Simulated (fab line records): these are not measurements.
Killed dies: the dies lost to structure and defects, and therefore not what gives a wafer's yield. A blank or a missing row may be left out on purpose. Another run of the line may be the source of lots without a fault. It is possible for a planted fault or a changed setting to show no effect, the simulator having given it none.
Which tool is to blame? | flow sky130 | 18 wafers from 6 lots sampled at 2 of the route's 708 steps

WHAT THE GAUGES SHOWED, per wafer
SKY_SONOS_ONO_THK_MEAS_01.
lot  | measured     | on            | SONOS_ONO_OXIDATION_THK (nm)
L315 | day 12 06:58 | film metro-04 | 2.56 2.60 2.64
L321 | day 13 19:18 | film metro-04 | 5.95 5.91 5.93 5.97 5.89 5.95
L325 | day 15 04:33 | film metro-04 | 5.81 5.88 5.93 5.83 5.90 5.90
L329 | day 16 17:39 | film metro-01 | 2.66 2.65 2.65
L333 | day 18 00:41 | film metro-01 | 2.56 2.63 2.60
L337 | day 19 05:20 | film metro-01 | 2.61 2.64 2.58

TOOL THAT RAN EACH LOT (tool first, then ch and the chambers of the sampled wafers, then the start)
lot  | SKY_VT_ADJUST_HVTR_STRIP_10
L315 | plasma asher-03 ch 0,1, day 10 02:32
L321 | plasma asher-04 ch 0,1, day 11 13:12
L325 | plasma asher-03 ch 0,1, day 12 21:32
L329 | plasma asher-02 ch 0,1, day 14 08:06
L333 | plasma asher-04 ch 0,1, day 15 13:05
L337 | plasma asher-03 ch 0,1, day 16 14:31
- SKY_VT_ADJUST_HVTR_STRIP_10: strips in O2/N2.

THE ANSWER, worked out from the rows above alone
Rule: usual is defined by the lots themselves. The widest of any qualifying gaps counts: lots, ordered by their means at a reading, are off when they make up no more than a third of the lots, leave a main group of 4 or more, and stand apart from it by 3 or more times the standard deviation of that group's means. A main group is skipped when, at the precision printed for the reading in the tables above, its means are all equal. Also off: a lot with no number at a reading for which 4 or more lots have one. Where the step has rows for the other lots, those lots are counted as sound.
Off: L321, L325, seen at SKY_SONOS_ONO_THK_MEAS_01 (SONOS_ONO_OXIDATION_THK). Main group: mean 2.62 nm, sd 0.023.
A tool fits if, at a process step before that reading, it ran every lot that is off, and no sound lot after the first of them. Gauges at SKY_SONOS_ONO_THK_MEAS_01: tried the same way as those tools. One candidate fits, namely film metro-04 at SKY_SONOS_ONO_THK_MEAS_01. Its last sound lot is L315 (day 12 06:58), its first lot that is off L321 (day 13 19:18): a fault that began between those two fits.

WHAT WAS PUT IN BY THE SIMULATOR
Metrology matching offset: film metro-04, from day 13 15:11 on, at SKY_SONOS_ONO_THK_MEAS_01. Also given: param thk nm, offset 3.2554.
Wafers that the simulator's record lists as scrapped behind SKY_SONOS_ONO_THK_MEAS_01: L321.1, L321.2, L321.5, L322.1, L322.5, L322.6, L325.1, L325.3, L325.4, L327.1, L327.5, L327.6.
Struck lots among those shown: L321, L325. The rule given above showed the same thing.
